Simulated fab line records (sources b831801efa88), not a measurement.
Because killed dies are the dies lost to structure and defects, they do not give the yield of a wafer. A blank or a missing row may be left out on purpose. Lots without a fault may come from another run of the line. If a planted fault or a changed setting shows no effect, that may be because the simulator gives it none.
Split-lot trial | flow gf180mcu | on a route of 602 steps: 5 lots, 23 wafers read

== ON THE SPLIT ==
At GF_V5_CVD_00 (deposits SiO2, target thk 300 nm, time 50 s), the setting sih4-flow-sccm was moved away from the recipe's 60 sccm on 6 of the 23 wafers read, by +10.2% to +14.5%. For the rest of the wafers, this setting stayed at what the recipe calls for.

Between the split and the reading, the file records no step.

== THE READING ==
V5_CVD_00_THK (nm), taken at GF_V5_THK_MEAS_01. Typical for fault-free wafers on this fab line: 300.2 nm, with standard deviation 2.7 nm.

wafer  | tool, chamber at the split | sih4-flow-sccm as run, sccm | against the recipe | V5_CVD_00_THK, nm | against lot-mates on the recipe
L074.1 | hdpcvd-02, 0               | 60                          | recipe             | 294.8             | -
L074.2 | hdpcvd-02, 2               | 60                          | recipe             | 302.6             | -
L074.4 | hdpcvd-02, 0               | 60                          | recipe             | 296.2             | -
L074.5 | hdpcvd-02, 1               | 66.61                       | +11.0%             | 333.7             | +35.8
L074.6 | hdpcvd-02, 2               | 66.61                       | +11.0%             | 337.4             | +39.5
L077.1 | hdpcvd-01, 1               | 60                          | recipe             | 299.3             | -
L077.2 | hdpcvd-01, 0               | 66.12                       | +10.2%             | 328.8             | +30.2
L077.4 | hdpcvd-01, 0               | 60                          | recipe             | 297.8             | -
L077.5 | hdpcvd-01, 1               | 66.12                       | +10.2%             | 327.6             | +29.0
L077.6 | hdpcvd-01, 2               | 60                          | recipe             | 298.7             | -
L079.1 | hdpcvd-02, 0               | 60                          | recipe             | 300.5             | -
L079.3 | hdpcvd-02, 2               | 60                          | recipe             | 302.3             | -
L079.6 | hdpcvd-02, 2               | 60                          | recipe             | 300.8             | -
L078.1 | hdpcvd-02, 1               | 60                          | recipe             | 295.5             | -
L078.2 | hdpcvd-02, 2               | 60                          | recipe             | 300.5             | -
L078.4 | hdpcvd-02, 2               | 60                          | recipe             | 302.2             | -
L078.5 | hdpcvd-02, 1               | 60                          | recipe             | 297.0             | -
L078.6 | hdpcvd-02, 0               | 60                          | recipe             | 294.6             | -
L084.1 | hdpcvd-02, 1               | 60                          | recipe             | 302.6             | -
L084.2 | hdpcvd-02, 0               | 60                          | recipe             | 298.1             | -
L084.3 | hdpcvd-02, 2               | 68.69                       | +14.5%             | 343.5             | +43.7
L084.5 | hdpcvd-02, 1               | 68.69                       | +14.5%             | 343.4             | +43.6
L084.6 | hdpcvd-02, 0               | 60                          | recipe             | 298.7             | -

FIT RESULTS
A straight line over all 23 wafers: V5_CVD_00_THK changes by +3.09 nm for each +1% of sih4-flow-sccm; r = +0.99; the points scatter about the line by 2.7 nm.
The same after taking each lot's own level away (the mean of its wafers on the recipe; 23 wafers): +3.1 nm for each +1%; r = +0.99; scatter 2.5 nm.
On that fit, the largest move of sih4-flow-sccm shifts the reading by 45 nm.
The span of the lots' own levels, 297.87 to 301.20 nm, comes to 1.2 times the standard deviation stated above.
So the lot-to-lot level changes the slope little: the two slopes agree.
Check: with one of the wafers moved furthest among these (+14.5%) left out of the fit, the line predicts +45.3 nm for it against its lot-mates. It came out at +43.7 nm against them.

== OTHER SPLITS APPLIED TO THESE WAFERS ==
These wafers also went through other splits before the reading. Each is held against what the fit with the lots' levels taken away leaves over:
other split on the same wafers | wafers away from the commonest value | r with V5_CVD_00_THK (lot level and that fit taken away)
GF_M3_SPUTTER_02 power-w       | 8                                    | -0.19
GF_V3_SPUTTER_22 time-s        | 10                                   | -0.29
GF_V4_CVD_00 sih4-flow-sccm    | 4                                    | +0.01
GF_V4_COAT_09 resist-thk-nm    | 11                                   | -0.08
GF_V4_ETCH_17 source-w         | 5                                    | -0.06
GF_M5_EXPOSE_04 dose-mj        | 7                                    | +0.15
GF_M5_PEB_05 peb-temp-c        | 9                                    | +0.25

== THE WHOLE CHAIN: every reading that the file lists as answering this split, in the file's order ==
step              | what it does                                | reading                                                                   | change (the file's fit)              | r (the file's)
GF_V5_CVD_00      | deposits SiO2, target thk 300 nm, time 50 s | SiO2_of_V5_CVD_00.thk-nm (the simulator's own value, which no gauge read) | +3.11 nm for each +1% of the setting | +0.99
GF_V5_THK_MEAS_01 |                                             | V5_CVD_00_THK                                                             | +3.1 for each +1% of the setting     | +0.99

== FILE'S OWN FIT ==
V5_CVD_00_THK changes by +3.1 nm for each +1% of sih4-flow-sccm, r = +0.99.
